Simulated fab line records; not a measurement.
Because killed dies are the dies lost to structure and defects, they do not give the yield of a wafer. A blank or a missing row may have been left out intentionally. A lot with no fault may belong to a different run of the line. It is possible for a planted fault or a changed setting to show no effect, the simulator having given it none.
Chamber matching + flow sky130 + SKY_CONTACT_ETCH_16 on rieDiel-01: 4 sister chambers
The step etches BARC in N2/H2, stops on SiO2, time 45.9 s, target depth 60 nm. 7 wafers are shown with their chamber, then 7 later ones without.

== WAFERS, EACH WITH ITS CHAMBER ==
| wafer  | chamber | oesProductAu (a.u.) | throttleValvePct (%) |
|--------|---------|---------------------|----------------------|
| L088.3 | 0       | 0.849               | 13.228               |
| L087.5 | 3       | 0.857               | 13.234               |
| L089.1 | 1       | 0.845               | 13.219               |
| L089.3 | 3       | 0.852               | 13.211               |
| L089.6 | 2       | 0.856               | 13.228               |
| L091.2 | 2       | 0.862               | 13.213               |
| L091.5 | 1       | 0.856               | 13.242               |

== WAFERS WHOSE CHAMBER IS MISSING ==
| wafer  | oesProductAu (a.u.) | throttleValvePct (%) |
|--------|---------------------|----------------------|
| L091.6 | 0.869               | 13.219               |
| L092.4 | 0.856               | 13.221               |
| L092.5 | 0.862               | 13.237               |
| L092.6 | 0.857               | 13.217               |
| L094.3 | 0.854               | 13.217               |
| L094.4 | 0.851               | 13.232               |
| L094.5 | 0.854               | 13.216               |

== EACH ONE'S CHAMBER ==
| wafer  | from the rows above               | in truth |
|--------|-----------------------------------|----------|
| L091.6 | can't be placed: 2 or 3 or 1 or 0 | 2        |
| L092.4 | can't be placed: 3 or 2 or 1 or 0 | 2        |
| L092.5 | can't be placed: 2 or 3 or 1 or 0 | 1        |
| L092.6 | can't be placed: 2 or 3 or 1 or 0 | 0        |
| L094.3 | can't be placed: 3 or 2 or 1 or 0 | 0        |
| L094.4 | can't be placed: 1 or 0 or 3 or 2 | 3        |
| L094.5 | can't be placed: 3 or 2 or 1 or 0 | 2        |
Placed correctly: 0 of 7. Cannot be placed on the basis of these rows: 7; the candidates contain the true chamber in 7. Number placed wrongly: 0.
How it was worked out, from the rows above alone: a wafer's distance from a chamber is the root of the sum, over the readings, of the square of ((its reading less the chamber's mean) divided by the reading's scatter). If the next closest chamber is less than 2 further off than the closest, the wafer can't be placed; otherwise it belongs to the closest. A chamber's mean is the mean of its shown wafers. How the scatter is found: for the shown wafers, subtract from each reading the mean of its chamber, square and add these, divide the total by (wafers less chambers), then take the root.
